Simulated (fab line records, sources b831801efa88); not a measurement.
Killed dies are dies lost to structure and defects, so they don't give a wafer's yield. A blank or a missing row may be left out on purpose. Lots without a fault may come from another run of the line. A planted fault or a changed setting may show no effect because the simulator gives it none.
Tool commonality check | flow sky130 | 11 lots, 33 wafers sampled

WHY IT WAS OPENED
At SKY_LI_CONTACT_RS_MEAS_22 the reading LI_CONTACT_W_RS is flagged on 2 of 11 lots. Wafers without a fault read 0.282 ohm/sq, standard deviation 0.0044.
Rule: a lot is flagged when every wafer of it that has a number lies more than 4 standard deviations from that mean, or none has a number. The other lots count as sound.

lot  | measured     | on            | LI_CONTACT_W_RS (ohm/sq), wafer by wafer | flag
L523 | day 30 06:40 | film_metro-01 | 0.283 0.289 0.283                        |
L526 | day 30 22:22 | film_metro-03 | 0.284 0.285 0.287                        |
L528 | day 32 00:43 | film_metro-01 | 0.290 0.285 0.288                        |
L529 | day 32 02:59 | film_metro-02 | 0.278 0.277 0.276                        |
L530 | day 32 04:13 | film_metro-03 | 0.283 0.282 0.287                        |
L535 | day 33 19:59 | film_metro-01 | 0.528 0.519 0.524                        | FLAGGED
L536 | day 34 03:46 | film_metro-02 | 0.274 0.280 0.276                        |
L538 | day 34 19:22 | film_metro-03 | 0.521 0.522 0.536                        | FLAGGED
L541 | day 35 12:51 | film_metro-03 | 0.282 0.275 0.282                        |
L542 | day 35 22:52 | film_metro-02 | 0.285 0.284 0.280                        |
L544 | day 36 13:34 | film_metro-01 | 0.279 0.279 0.281                        |
The numbers of the flagged lots are 0.525 ohm/sq on average: +0.243 ohm/sq against the usual, or +55 standard deviations.

WHICH TOOL RAN EACH LOT
The record holds 1 process step before the reading, out of a route of 708 steps. In each cell: the tool, then ch and the chambers that the sampled wafers went through, then the start.
lot  | flag    | SKY_LI_CONTACT_CVD_21
L523 |         | cvd_w-02 ch 0,1, day 30 06:33
L526 |         | cvd_w-02 ch 0,1, day 30 22:13
L528 |         | cvd_w-02 ch 0,1, day 32 00:34
L529 |         | cvd_w-01 ch 0, day 32 02:46
L530 |         | cvd_w-02 ch 0,1, day 32 04:04
L535 | FLAGGED | cvd_w-02 ch 0,1, day 33 19:52
L536 |         | cvd_w-01 ch 0,1, day 34 03:37
L538 | FLAGGED | cvd_w-02 ch 0,1, day 34 19:15
L541 |         | cvd_w-01 ch 0,1, day 35 12:43
L542 |         | cvd_w-01 ch 0,1, day 35 22:45
L544 |         | cvd_w-01 ch 1, day 36 13:25
What these steps do:
- SKY_LI_CONTACT_CVD_21: deposits W, target thk 400 nm, time 120.56 s.
- SKY_LI_CONTACT_RS_MEAS_22: measures by four-point-probe.

FLAGGED OVER TOTAL, TOOL BY TOOL (the gauges that took the reading come last)
step                      | tool          | lots run | flagged | share of the flagged lots | sound lots run after its first flagged lot
SKY_LI_CONTACT_CVD_21     | cvd_w-01      | 5        | 0       | none                      | -
SKY_LI_CONTACT_CVD_21     | cvd_w-02      | 6        | 2       | all                       | 0
SKY_LI_CONTACT_RS_MEAS_22 | film_metro-01 | 4        | 1       | some                      | 1 (L544)
SKY_LI_CONTACT_RS_MEAS_22 | film_metro-02 | 3        | 0       | none                      | -
SKY_LI_CONTACT_RS_MEAS_22 | film_metro-03 | 4        | 1       | some                      | 1 (L541)

WHAT THE TABLE ALLOWS
1 row of the table ran every flagged lot: cvd_w-02 at SKY_LI_CONTACT_CVD_21.
- cvd_w-02 at SKY_LI_CONTACT_CVD_21: 2 of its 6 lots flagged. Its last sound lot is L530 (day 32 04:04), its first flagged lot L535 (day 33 19:52): a fault that began between those two fits.
One tool is left: cvd_w-02 at SKY_LI_CONTACT_CVD_21.

WHAT THE SIMULATOR HAD PUT IN
Process parameter drift: cvd_w-02, from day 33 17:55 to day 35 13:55, at SKY_LI_CONTACT_CVD_21. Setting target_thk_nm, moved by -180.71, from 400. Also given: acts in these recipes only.
Lots struck among those shown: L535, L538. The rule above found the same.
